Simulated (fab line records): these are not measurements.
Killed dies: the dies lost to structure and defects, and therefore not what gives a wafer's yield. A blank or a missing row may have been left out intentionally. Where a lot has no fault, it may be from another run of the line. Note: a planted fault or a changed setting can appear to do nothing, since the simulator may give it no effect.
Lot-split experiment / flow sfq_line / 23 wafers read across 5 lots, on a route 325 steps long

## ON THE SPLIT
At SFQ_TRILAYER_L0_VIA_LITHO_COAT_013 (resist thk 650 nm), the setting resist_thk_nm was moved away from the recipe's 650 nm on 11 of the 23 wafers read, by -4.4% to +3.0%. This setting was run at the recipe's value on the other wafers.

## FROM THE SPLIT TO THE READING: what the file shows between them, 3 steps
- SFQ_TRILAYER_L0_VIA_LITHO_SOFTBAKE_017
- SFQ_TRILAYER_L0_VIA_LITHO_EXPOSE_014: exposes mask L0V, target cd 700 nm
- SFQ_TRILAYER_L0_VIA_LITHO_DEVELOP_015: time 60 s

## THE READING
KrF_of_TRILAYER_L0_VIA_LITHO_COAT_013.thk_nm (the simulator's own value, which no gauge read), in nm, at SFQ_TRILAYER_L0_VIA_BARC_OPEN_VIA_ETCH_021 (etches BARC in O2, target depth 125 nm, time 41.7 s). The file gives no usual value for it. Average 575.3 nm, standard deviation 1.7 nm, over the 12 wafers here run with the recipe.

wafer=L079.1; tool, chamber at the split=litho_track-04, 0; resist_thk_nm as run, nm=650; against the recipe=recipe; KrF_of_TRILAYER_L0_VIA_LITHO_COAT_013.thk_nm, nm=576.9; against lot-mates on the recipe=-
wafer=L079.2; tool, chamber at the split=litho_track-04, 0; resist_thk_nm as run, nm=650; against the recipe=recipe; KrF_of_TRILAYER_L0_VIA_LITHO_COAT_013.thk_nm, nm=575.4; against lot-mates on the recipe=-
wafer=L079.5; tool, chamber at the split=litho_track-04, 0; resist_thk_nm as run, nm=650; against the recipe=recipe; KrF_of_TRILAYER_L0_VIA_LITHO_COAT_013.thk_nm, nm=573.9; against lot-mates on the recipe=-
wafer=L080.1; tool, chamber at the split=litho_track-04, 0; resist_thk_nm as run, nm=669.8; against the recipe=+3.0%; KrF_of_TRILAYER_L0_VIA_LITHO_COAT_013.thk_nm, nm=594.8; against lot-mates on the recipe=+19.7
wafer=L080.2; tool, chamber at the split=litho_track-04, 0; resist_thk_nm as run, nm=669.8; against the recipe=+3.0%; KrF_of_TRILAYER_L0_VIA_LITHO_COAT_013.thk_nm, nm=593.9; against lot-mates on the recipe=+18.8
wafer=L080.5; tool, chamber at the split=litho_track-04, 0; resist_thk_nm as run, nm=669.8; against the recipe=+3.0%; KrF_of_TRILAYER_L0_VIA_LITHO_COAT_013.thk_nm, nm=593.9; against lot-mates on the recipe=+18.8
wafer=L080.3; tool, chamber at the split=litho_track-04, 0; resist_thk_nm as run, nm=650; against the recipe=recipe; KrF_of_TRILAYER_L0_VIA_LITHO_COAT_013.thk_nm, nm=575.6; against lot-mates on the recipe=-
wafer=L080.6; tool, chamber at the split=litho_track-04, 0; resist_thk_nm as run, nm=650; against the recipe=recipe; KrF_of_TRILAYER_L0_VIA_LITHO_COAT_013.thk_nm, nm=574.6; against lot-mates on the recipe=-
wafer=L081.1; tool, chamber at the split=litho_track-03, 0; resist_thk_nm as run, nm=650; against the recipe=recipe; KrF_of_TRILAYER_L0_VIA_LITHO_COAT_013.thk_nm, nm=575.6; against lot-mates on the recipe=-
wafer=L081.2; tool, chamber at the split=litho_track-03, 0; resist_thk_nm as run, nm=650; against the recipe=recipe; KrF_of_TRILAYER_L0_VIA_LITHO_COAT_013.thk_nm, nm=573.3; against lot-mates on the recipe=-
wafer=L081.3; tool, chamber at the split=litho_track-03, 0; resist_thk_nm as run, nm=621.1; against the recipe=-4.4%; KrF_of_TRILAYER_L0_VIA_LITHO_COAT_013.thk_nm, nm=545; against lot-mates on the recipe=-29.5
wafer=L081.4; tool, chamber at the split=litho_track-03, 0; resist_thk_nm as run, nm=621.1; against the recipe=-4.4%; KrF_of_TRILAYER_L0_VIA_LITHO_COAT_013.thk_nm, nm=545.1; against lot-mates on the recipe=-29.4
wafer=L081.5; tool, chamber at the split=litho_track-03, 0; resist_thk_nm as run, nm=621.1; against the recipe=-4.4%; KrF_of_TRILAYER_L0_VIA_LITHO_COAT_013.thk_nm, nm=548.2; against lot-mates on the recipe=-26.2
wafer=L083.2; tool, chamber at the split=litho_track-01, 0; resist_thk_nm as run, nm=623.3; against the recipe=-4.1%; KrF_of_TRILAYER_L0_VIA_LITHO_COAT_013.thk_nm, nm=547.4; against lot-mates on the recipe=-25.8
wafer=L083.3; tool, chamber at the split=litho_track-01, 0; resist_thk_nm as run, nm=650; against the recipe=recipe; KrF_of_TRILAYER_L0_VIA_LITHO_COAT_013.thk_nm, nm=571.6; against lot-mates on the recipe=-
wafer=L083.4; tool, chamber at the split=litho_track-01, 0; resist_thk_nm as run, nm=623.3; against the recipe=-4.1%; KrF_of_TRILAYER_L0_VIA_LITHO_COAT_013.thk_nm, nm=545.4; against lot-mates on the recipe=-27.8
wafer=L083.5; tool, chamber at the split=litho_track-01, 0; resist_thk_nm as run, nm=650; against the recipe=recipe; KrF_of_TRILAYER_L0_VIA_LITHO_COAT_013.thk_nm, nm=574.8; against lot-mates on the recipe=-
wafer=L083.6; tool, chamber at the split=litho_track-01, 0; resist_thk_nm as run, nm=623.3; against the recipe=-4.1%; KrF_of_TRILAYER_L0_VIA_LITHO_COAT_013.thk_nm, nm=548.1; against lot-mates on the recipe=-25.1
wafer=L084.1; tool, chamber at the split=litho_track-01, 0; resist_thk_nm as run, nm=650; against the recipe=recipe; KrF_of_TRILAYER_L0_VIA_LITHO_COAT_013.thk_nm, nm=577.7; against lot-mates on the recipe=-
wafer=L084.2; tool, chamber at the split=litho_track-01, 0; resist_thk_nm as run, nm=631; against the recipe=-2.9%; KrF_of_TRILAYER_L0_VIA_LITHO_COAT_013.thk_nm, nm=557.7; against lot-mates on the recipe=-19.4
wafer=L084.3; tool, chamber at the split=litho_track-01, 0; resist_thk_nm as run, nm=650; against the recipe=recipe; KrF_of_TRILAYER_L0_VIA_LITHO_COAT_013.thk_nm, nm=577; against lot-mates on the recipe=-
wafer=L084.4; tool, chamber at the split=litho_track-01, 0; resist_thk_nm as run, nm=650; against the recipe=recipe; KrF_of_TRILAYER_L0_VIA_LITHO_COAT_013.thk_nm, nm=576.7; against lot-mates on the recipe=-
wafer=L084.6; tool, chamber at the split=litho_track-01, 0; resist_thk_nm as run, nm=631; against the recipe=-2.9%; KrF_of_TRILAYER_L0_VIA_LITHO_COAT_013.thk_nm, nm=555.8; against lot-mates on the recipe=-21.3

FIT RESULTS
A straight line over all 23 wafers: KrF_of_TRILAYER_L0_VIA_LITHO_COAT_013.thk_nm changes by +6.54 nm for each +1% of resist_thk_nm; r = +1.00; the points scatter about the line by 1.6 nm.
The same after taking each lot's own level away (the mean of its wafers on the recipe; 23 wafers): +6.4 nm for each +1%; r = +1.00; scatter 1.2 nm.
That fit puts the effect of the largest move of resist_thk_nm on the reading at 28 nm.
Across the lots, their own levels run from 573.20 to 577.13 nm, a range of 2.3 times the standard deviation given above.
Hence the lot-to-lot level has little effect on the slope; both slopes agree.
Check: -28.5 nm against its lot-mates is what the line predicts for one of the wafers moved furthest among these (-4.4%) when that wafer is left out of the fit. Against them it came out at -29.5 nm.

## OTHER SPLITS ON THESE WAFERS
Note: prior to the reading, these wafers also went through further splits. Each is held against what the fit with the lots' levels taken away leaves over:
other split on the same wafers=SFQ_TRILAYER_L0_LITHO_COAT_010 resist_thk_nm; wafers away from the commonest value=5; r with KrF_of_TRILAYER_L0_VIA_LITHO_COAT_013.thk_nm (lot level and that fit taken away)=+0.30
other split on the same wafers=SFQ_TRILAYER_L0_LITHO_PEB_008 peb_temp_c; wafers away from the commonest value=5; r with KrF_of_TRILAYER_L0_VIA_LITHO_COAT_013.thk_nm (lot level and that fit taken away)=-0.08

## THE WHOLE CHAIN: every reading that the file lists as answering this split, in the file's order
step=SFQ_TRILAYER_L0_VIA_LITHO_COAT_013; what it does=resist thk 650 nm; reading=KrF_of_TRILAYER_L0_VIA_LITHO_COAT_013.thk_nm (the simulator's own value, which no gauge read); change (the file's fit)=+6.44 nm for each +1% of the setting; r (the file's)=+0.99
step=SFQ_TRILAYER_L0_VIA_BARC_OPEN_VIA_ETCH_021; what it does=etches BARC in O2, target depth 125 nm, time 41.7 s; reading=KrF_of_TRILAYER_L0_VIA_LITHO_COAT_013.thk_nm (the simulator's own value, which no gauge read); change (the file's fit)=+6.45 nm for each +1% of the setting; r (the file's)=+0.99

## FILE'S OWN FIT
KrF_of_TRILAYER_L0_VIA_LITHO_COAT_013.thk_nm changes by +6.45 nm for each +1% of resist_thk_nm, r = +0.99.
